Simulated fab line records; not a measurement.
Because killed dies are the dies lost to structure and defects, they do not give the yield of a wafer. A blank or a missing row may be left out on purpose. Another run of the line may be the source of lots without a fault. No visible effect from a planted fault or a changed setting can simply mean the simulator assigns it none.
fab line records	flow sfq-line
record lots=5	wafers=15	last-day=92
route steps=325 shown M0@32 I0@43 M1@58
lots untouched by any fault: they come from a run of this same line in which no faults occurred
start-h: hours from the record's first day to the start of the lot's first wafer shown	wait-h: time in hours since the lot's previous step	" same as the row above	L1.1+2: a row that stands for several wafers	- no value, or no start was given	* or withheld: withheld	< > ~ a bound
route shown NAME@n: a module of which the file shows steps, and the number in the route of the first	usual: mean and standard deviation over wafers with no fault	same: alike in all rows	chamber/n: place in a boat	sites: per-site readings	_std_site: their standard deviation	_edge_site: outer sites' mean less inner sites'	radius-mm: how far each site lies from the wafer's centre	mask NAME#n: copy n	behind: the last tool/chamber to shape the wafer	hold: cause of the lot's hold/its duration in hours/its outcome	device: the transistor (n, p or np) that didn't switch	end of line: the tests these same wafers got at the end of their route	a step with no rows: only its recipe	killed: at the first sort, the dies lost to defects and structure; wafer yield is something else	map: a wafer's dies, x killed, . not, _ none there
set.NAME: the setting the step ran with; set.NAME@STEP: the setting that earlier step ran with	model.NAME: the simulator's own value behind a step, which no gauge read
lots seen at some steps along the route; tables by step, rows by wafer
services: the hour from which a tool's chamber was out of use, counted from the record's first day as start-h (under 0 if before that day), plus the number of hours and why
## steps
# step SFQ_TRILAYER_M0_LITHO_COAT_026
# recipe resist=BARC	spin-rpm=3000	resist-thk-nm=62
# step SFQ_TRILAYER_M0_LITHO_COAT_021
# recipe resist=KrF	spin-rpm=3000	resist-thk-nm=600
# step SFQ_TRILAYER_M0_LITHO_SOFTBAKE_025
# recipe temp-c=withheld	time-s=withheld	resist=KrF
# step SFQ_TRILAYER_M0_LITHO_EXPOSE_022
# recipe mask-id=M0	na=0.6	source-shape=conventional	sigma-outer=0.65	target-cd-nm=500	dose-mj=14.4
# step SFQ_TRILAYER_M0_LITHO_PEB_024
# recipe peb-temp-c=115	peb-time-s=60	resist=KrF
# step SFQ_TRILAYER_M0_LITHO_DEVELOP_023
# recipe time-s=60	resist=KrF
# step SFQ_M0_OVL_MEAS_906
# usual M0_OVL=2/6
lot.wafer	tool	chamber	start-h	wait-h	M0_OVL[nm]
L283.1	overlay-01	-	249.86	0.1	4
L283.2	"	-	"	"	2
L283.3	"	-	"	"	7
L289.1	overlay-02	-	301.10	0.1	5
L289.4	"	-	"	"	-6
L289.6	"	-	"	"	3
L290.1	overlay-02	-	308.30	0.1	-2
L290.2	"	-	"	"	2
L290.6	"	-	"	"	2
L297.1	overlay-01	-	383.39	0.1	6
L297.5	"	-	"	"	6
L297.6	"	-	"	"	5
L298.1	overlay-02	-	397.79	0.1	5
L298.2	"	-	"	"	11
L298.3	"	-	"	"	1
# step SFQ_TRILAYER_M0_BARC_OPEN_METAL_ETCH_031
# recipe mask-material=PR	chemistry=O2	target-depth-nm=125	target=BARC	icp-w=600	bias-w=80	pressure-mtorr=10	time-s=41.7
# usual drypump-motor-current-A=6.2/0.45	oes-product-au=0.685/0.0048
lot.wafer	tool	chamber	start-h	wait-h	drypump-motor-current-A	oes-product-au	rf-hours-counter-h
L283.1	rie-metal-03	0	249.90	0.0	5.4	0.684	72
L283.2	"	0	"	"	5.4	0.686	-
L283.3	"	0	"	"	5.5	0.686	-
L289.1	rie-metal-04	0	301.13	0.0	5.7	0.692	152
L289.4	"	0	"	"	5.7	0.683	-
L289.6	"	1	"	"	6.3	0.679	-
L290.1	rie-metal-03	1	308.33	0.0	6.3	0.686	32
L290.2	"	1	"	"	6.3	0.687	-
L290.6	"	1	"	"	6.3	0.684	-
L297.1	rie-metal-02	1	383.43	0.0	6.8	0.681	36
L297.5	"	1	"	"	6.8	0.678	-
L297.6	"	0	"	"	6.4	0.689	-
L298.1	rie-metal-03	1	397.83	0.0	6.3	0.686	45
L298.2	"	0	"	"	5.4	0.681	92
L298.3	"	1	"	"	6.3	0.679	-
# step SFQ_TRILAYER_M0_ETCH_METAL_ETCH_024
# recipe target=Nb	stop-on=SiO2	mask-material=PR	chemistry=Cl2/Ar	target-depth-nm=240	icp-w=600	bias-w=80	pressure-mtorr=10	time-s=120
# step SFQ_TRILAYER_M0_STRIP_STRIP_025
# recipe gas=O2	power-w=200	platen-temp-c=40	overash-fraction=0.65	chemistry=O2	pressure-mtorr=50
# usual drypump-motor-current-A=6.2/0.44	oes-product-au=1.000/0.0085
# same overash-fraction=0.65
lot.wafer	tool	chamber	start-h	wait-h	drypump-motor-current-A	oes-product-au	rf-hours-counter-h
L283.1	rie-metal-03	0	250.27	0.2	5.5	1.005	72
L283.2	"	0	"	"	5.5	1.001	-
L283.3	"	0	"	"	5.5	0.999	-
L289.1	rie-metal-04	0	301.32	0.1	5.7	0.989	152
L289.4	"	0	"	"	5.7	0.988	-
L289.6	"	1	"	"	6.2	1.012	-
L290.1	rie-metal-03	1	308.70	0.2	6.3	1.002	33
L290.2	"	1	"	"	6.3	0.997	-
L290.6	"	1	"	"	6.3	0.990	-
L297.1	rie-metal-02	1	383.61	0.1	6.8	1.015	36
L297.5	"	1	"	"	6.8	1.009	-
L297.6	"	0	"	"	6.4	0.994	-
L298.1	rie-metal-03	1	398.01	0.1	6.3	0.989	45
L298.2	"	0	"	"	5.5	1.001	93
L298.3	"	1	"	"	6.3	0.997	-
# step SFQ_TRILAYER_M0_STRIP_SOLV_CLEAN_026
# recipe chemistry=NMP	temp-c=70	time-s=600
# step SFQ_TRILAYER_I0_DEP_PECVD_027
# recipe material=SiO2	temp-c=150	time-s=111.11	pressure-torr=2.4	rf-w=183.3	precursor=SiH4/N2O	target-thk-nm=500
# usual heater-power-w=81/11	throttle-valve-pct=24.7/1.2
lot.wafer	tool	chamber	start-h	wait-h	heater-power-w	throttle-valve-pct
L283.1	pecvd-03	0	251.66	0.0	103	24.8
L283.2	"	1	"	"	75	23.3
L283.3	"	2	"	"	85	23.1
L289.1	pecvd-02	2	302.09	0.0	71	22.9
L289.4	"	1	"	"	58	23.9
L289.6	"	0	"	"	100	23.8
L290.1	pecvd-03	0	310.08	0.0	102	25.2
L290.2	"	2	"	"	77	23.1
L290.6	"	1	"	"	78	23.5
L297.1	pecvd-02	2	384.39	0.0	74	23.2
L297.5	"	0	"	"	98	24.2
L297.6	"	1	"	"	66	24.1
L298.1	pecvd-04	0	398.79	0.0	91	25.5
L298.2	"	2	"	"	76	26.5
L298.3	"	1	"	"	69	25.3
# step SFQ_TRILAYER_I0_CMP_CMP_028
# recipe material=SiO2	down-force-psi=3	platen-rpm=60	pad-velocity-m-s=0.94248
# usual motor-current-A=10.5/1.2	platen-rpm=60.00/0.046	time-to-endpoint-s=216/6.7
lot.wafer	tool	chamber	start-h	wait-h	motor-current-A	platen-rpm	time-to-endpoint-s	model.SiO2_of_TRILAYER_I0_DEP_PECVD_027.thk-nm
L283.2	cmp-01	3	254.76	3.1	9.0	59.97	211	198.8
L283.3	"	1	255.76	4.1	11.1	60.01	214	199.5
L283.1	"	2	"	"	11.5	59.97	209	199
L289.4	cmp-02	0	302.17	0.0	13.5	59.98	231	188.1
L289.1	"	1	"	"	9.2	60.05	224	202.2
L289.6	"	1	304.67	2.5	9.6	59.95	224	200.7
L290.1	cmp-01	1	310.16	0.0	11.0	60.03	210	198.8
L290.2	"	2	"	"	11.2	60.08	211	199.3
L290.6	"	1	312.16	2.0	10.7	60.08	214	200.6
L297.1	cmp-01	0	384.47	0.0	11.3	60.01	208	200.5
L297.6	"	0	386.47	2.0	10.8	60.04	214	200.9
L297.5	"	1	"	"	10.5	60.04	212	200.7
L298.1	cmp-02	1	399.37	0.5	9.7	60.08	216	200.7
L298.3	"	2	"	"	9.2	60.04	214	200.1
L298.2	"	3	"	"	9.9	59.96	210	201.1
# step SFQ_I0_BOW_MEAS_907
# recipe mode=bow
# usual I0_BOW=1/7.2
lot.wafer	tool	chamber	start-h	wait-h	I0_BOW[um]
L283.1	film-metro-03	-	257.76	1.0	6
L283.2	"	-	"	"	7
L283.3	"	-	"	"	15
L289.1	film-metro-03	-	305.17	2.0	3
L289.4	"	-	"	"	-6
L289.6	"	-	"	"	6
L290.1	film-metro-04	-	313.16	2.5	-10
L290.2	"	-	"	"	12
L290.6	"	-	"	"	-3
L297.1	film-metro-02	-	387.47	2.5	8
L297.5	"	-	"	"	-2
L297.6	"	-	"	"	-5
L298.1	film-metro-04	-	401.87	2.0	5
L298.2	"	-	"	"	-8
L298.3	"	-	"	"	-5
# step SFQ_TRILAYER_I0_METRO_MEASURE_029
# usual thk-nm=200.4/0.97
lot.wafer	tool	chamber	start-h	wait-h	thk-nm
L283.1	film-metro-03	-	257.88	0.1	198.9
L283.2	"	-	"	"	198.8
L283.3	"	-	"	"	199.5
L289.1	film-metro-03	-	305.29	0.1	202.3
L289.4	"	-	"	"	188.2
L289.6	"	-	"	"	200.7
L290.1	film-metro-04	-	313.28	0.1	198.6
L290.2	"	-	"	"	199.3
L290.6	"	-	"	"	200.4
L297.1	film-metro-02	-	387.59	0.1	200.6
L297.5	"	-	"	"	200.6
L297.6	"	-	"	"	200.8
L298.1	film-metro-04	-	401.99	0.1	200.7
L298.2	"	-	"	"	201.0
L298.3	"	-	"	"	200.2
# step SFQ_TRILAYER_I0_VIA_LITHO_COAT_036
# recipe resist=BARC	spin-rpm=3000	resist-thk-nm=62
# step SFQ_TRILAYER_I0_VIA_LITHO_COAT_031
# recipe resist=KrF	spin-rpm=3000	resist-thk-nm=650
# step SFQ_TRILAYER_I0_VIA_LITHO_SOFTBAKE_035
# recipe temp-c=withheld	time-s=withheld	resist=KrF
# step SFQ_TRILAYER_I0_VIA_LITHO_EXPOSE_032
# recipe mask-id=I0	na=0.6	source-shape=conventional	sigma-outer=0.65	target-cd-nm=500	dose-mj=21.3
# step SFQ_TRILAYER_I0_VIA_LITHO_PEB_034
# recipe peb-temp-c=115	peb-time-s=60	resist=KrF
# step SFQ_TRILAYER_I0_VIA_LITHO_DEVELOP_033
# recipe time-s=60	resist=KrF
# step SFQ_I0_OVL_MEAS_908
# usual I0_OVL=3/5
lot.wafer	tool	chamber	start-h	wait-h	I0_OVL[nm]
L283.1	overlay-01	-	364.07	0.1	7
L283.2	"	-	"	"	2
L283.3	"	-	"	"	5
L289.1	overlay-01	-	451.49	0.1	-4
L289.4	"	-	"	"	-2
L289.6	"	-	"	"	2
L290.1	overlay-01	-	457.49	0.1	-5
L290.2	"	-	"	"	-3
L290.6	"	-	"	"	-4
L297.1	overlay-01	-	547.49	0.1	-2
L297.5	"	-	"	"	-4
L297.6	"	-	"	"	-6
L298.1	overlay-02	-	567.89	0.1	-1
L298.2	"	-	"	"	2
L298.3	"	-	"	"	-1
# step SFQ_TRILAYER_I0_VIA_BARC_OPEN_VIA_ETCH_046
# recipe mask-material=PR	chemistry=O2	target-depth-nm=125	target=BARC	source-w=500	bias-w=80	pressure-mtorr=30	time-s=41.7
# usual drypump-motor-current-A=5.9/0.51	oes-product-au=0.685/0.0046
lot.wafer	tool	chamber	start-h	wait-h	drypump-motor-current-A	oes-product-au	rf-hours-counter-h
L283.1	rie-diel-01	0	364.10	0.0	5.8	0.679	6
L283.2	"	1	"	"	6.2	0.689	90
L283.3	"	3	"	"	6.6	0.686	12
L289.1	rie-diel-01	2	451.53	0.0	5.1	0.693	4
L289.4	"	3	"	"	6.6	0.685	14
L289.6	"	3	"	"	6.6	0.690	-
L290.1	rie-diel-02	0	457.53	0.0	6.3	0.687	99
L290.2	"	2	"	"	5.6	0.678	45
L290.6	"	1	"	"	5.8	0.680	-
L297.1	rie-diel-02	0	547.53	0.0	6.2	0.681	0
L297.5	"	2	"	"	5.6	0.678	-
L297.6	"	1	"	"	5.8	0.689	-
L298.1	rie-diel-01	2	567.92	0.0	5.1	0.680	6
L298.2	"	0	"	"	5.8	0.684	9
L298.3	"	1	"	"	6.2	0.677	0
# step SFQ_TRILAYER_I0_VIA_ETCH_VIA_ETCH_034
# recipe target=SiO2	stop-on=Nb	mask-material=PR	taper-deg=20	chemistry=CHF3	target-depth-nm=260	source-w=500	bias-w=80	pressure-mtorr=30	time-s=withheld
# usual drypump-motor-current-A=5.9/0.51	oes-product-au=0.855/0.0045
lot.wafer	tool	chamber	start-h	wait-h	drypump-motor-current-A	oes-product-au	model.I0.feature-depth-nm	model.etch.depth-nm
L283.1	rie-diel-01	0	364.14	0.0	5.8	0.846	199	199
L283.2	"	1	"	"	6.2	0.851	198.8	198.8
L283.3	"	3	"	"	6.6	0.852	199.5	199.5
L289.1	rie-diel-01	2	451.57	0.0	5.1	0.858	202.2	202.2
L289.4	"	3	"	"	6.6	0.825	188.1	188.1
L289.6	"	3	"	"	6.6	0.850	200.7	200.7
L290.1	rie-diel-02	0	457.57	0.0	6.2	0.849	198.8	198.8
L290.2	"	2	"	"	5.6	0.849	199.3	199.3
L290.6	"	1	"	"	5.8	0.847	200.6	200.6
L297.1	rie-diel-02	0	547.57	0.0	6.2	0.847	200.5	200.5
L297.5	"	2	"	"	5.6	0.861	200.7	200.7
L297.6	"	1	"	"	5.8	0.851	200.9	200.9
L298.1	rie-diel-01	2	567.96	0.0	5.1	0.865	200.7	200.7
L298.2	"	0	"	"	5.8	0.858	201.1	201.1
L298.3	"	1	"	"	6.2	0.859	200.1	200.1
# step SFQ_TRILAYER_I0_VIA_STRIP_STRIP_035
# recipe gas=O2	power-w=200	platen-temp-c=40	overash-fraction=0.65	chemistry=O2	pressure-mtorr=50
# step SFQ_TRILAYER_I0_VIA_STRIP_SOLV_CLEAN_036
# recipe chemistry=NMP	temp-c=70	time-s=600
# step SFQ_TRILAYER_M1_DEP_PRE_CLEAN_038
# recipe gas=Ar	time-s=22.5	bias-v=250
lot.wafer	tool	chamber	start-h	wait-h	model.SiO2_of_TRILAYER_I0_DEP_PECVD_027.thk-nm
L283.1	pvd-sputter-03	-	365.03	0.0	191.5
L283.2	"	-	"	"	191.3
L283.3	"	-	"	"	192
L289.1	pvd-sputter-03	-	452.45	0.0	194.7
L289.4	"	-	"	"	180.6
L289.6	"	-	"	"	193.2
L290.1	pvd-sputter-03	-	458.45	0.0	191.3
L290.2	"	-	"	"	191.8
L290.6	"	-	"	"	193.1
L297.1	pvd-sputter-04	-	548.45	0.0	193
L297.5	"	-	"	"	193.2
L297.6	"	-	"	"	193.4
L298.1	pvd-sputter-06	-	568.85	0.0	193.2
L298.2	"	-	"	"	193.6
L298.3	"	-	"	"	192.6
# step SFQ_TRILAYER_M1_DEP_SPUTTER_037
# recipe material=Nb	base-pressure-pa=1.33e-06	chamber-pressure-pa=0.1333	substrate-temp-c=20	resputter-cathode-voltage-v=400	target-thk-nm=200	power-w=2000	time-s=133.3
# usual base-pressure-pa=1.34e-06/9e-08	throttle-valve-pct=29.7/0.91
lot.wafer	tool	chamber	start-h	wait-h	base-pressure-pa	throttle-valve-pct
L283.1	pvd-sputter-03	-	365.06	0.0	1.32e-06	30.4
L283.2	"	-	"	"	1.3e-06	29.4
L283.3	"	-	"	"	1.38e-06	28.3
L289.1	pvd-sputter-03	-	452.48	0.0	1.32e-06	30.0
L289.4	"	-	"	"	1.22e-06	30.5
L289.6	"	-	"	"	1.36e-06	28.5
L290.1	pvd-sputter-03	-	458.48	0.0	1.4e-06	29.8
L290.2	"	-	"	"	1.18e-06	28.0
L290.6	"	-	"	"	1.37e-06	28.4
L297.1	pvd-sputter-04	-	548.48	0.0	1.23e-06	29.9
L297.5	"	-	"	"	1.36e-06	28.7
L297.6	"	-	"	"	1.4e-06	30.3
L298.1	pvd-sputter-06	-	568.88	0.0	1.28e-06	28.6
L298.2	"	-	"	"	1.22e-06	30.8
L298.3	"	-	"	"	1.31e-06	30.0
## services
tool	chamber	start-h	hours	kind
rie-metal-03	1	247.40	6.9	repair
pvd-sputter-03	-	247.56	0.8	repair
rie-metal-03	0	303.00	11.5	repair
rie-diel-02	-	318.45	2.8	pm
cmp-01	-	338.68	6.9	pm
rie-diel-01	1	343.07	6.9	repair
rie-diel-02	2	362.16	11.5	repair
cmp-01	-	364.45	1.7	repair
cmp-01	-	391.55	0.3	repair
rie-diel-02	3	398.24	16.2	repair
pvd-sputter-03	-	404.02	2.8	repair
cmp-01	-	406.67	4.0	pm
rie-diel-02	2	407.33	9.0	repair
rie-diel-02	3	425.43	3.4	repair
rie-diel-02	-	427.02	28.1	pm
cmp-01	-	427.19	0.4	repair
rie-diel-01	1	429.14	2.3	repair
pvd-sputter-03	-	461.32	3.2	repair
rie-diel-01	1	495.14	6.4	repair
rie-diel-02	1	495.68	6.3	repair
rie-metal-03	-	525.62	2.8	pm
rie-diel-01	-	530.24	2.0	repair
pvd-sputter-03	-	538.91	1.9	repair
pvd-sputter-03	-	558.97	1.9	repair
## key
first-sign step=SFQ_TRILAYER_I0_METRO_MEASURE_029	reading=thk-nm	direction=down	sigmas=13	usual=200.4	struck=188.2
effect step=SFQ_TRILAYER_I0_VIA_ETCH_VIA_ETCH_034	reading=oes-product-au	direction=down	sigmas=6.6	usual=0.855	struck=0.825
model-effect step=SFQ_TRILAYER_I0_CMP_CMP_028	value=SiO2_of_TRILAYER_I0_DEP_PECVD_027.thk-nm	without=203.1	struck=188.1
model-effect step=SFQ_TRILAYER_I0_VIA_ETCH_VIA_ETCH_034	value=I0.feature-depth-nm	without=203.1	struck=188.1
model-effect step=SFQ_TRILAYER_M1_DEP_PRE_CLEAN_038	value=SiO2_of_TRILAYER_I0_DEP_PECVD_027.thk-nm	without=195.6	struck=180.6
met-at SFQ_TRILAYER_I0_CMP_CMP_028
struck-wafers L289.4
fault kind=process-parameter-drift	tool=cmp-02	chamber=-	onset-h=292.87	steps=SFQ_TRILAYER_I0_CMP_CMP_028	channel=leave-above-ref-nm	offset=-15	shape=step	end-h=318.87	scope=struck-wafers-only	acts-in=these-recipes-only	stated=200
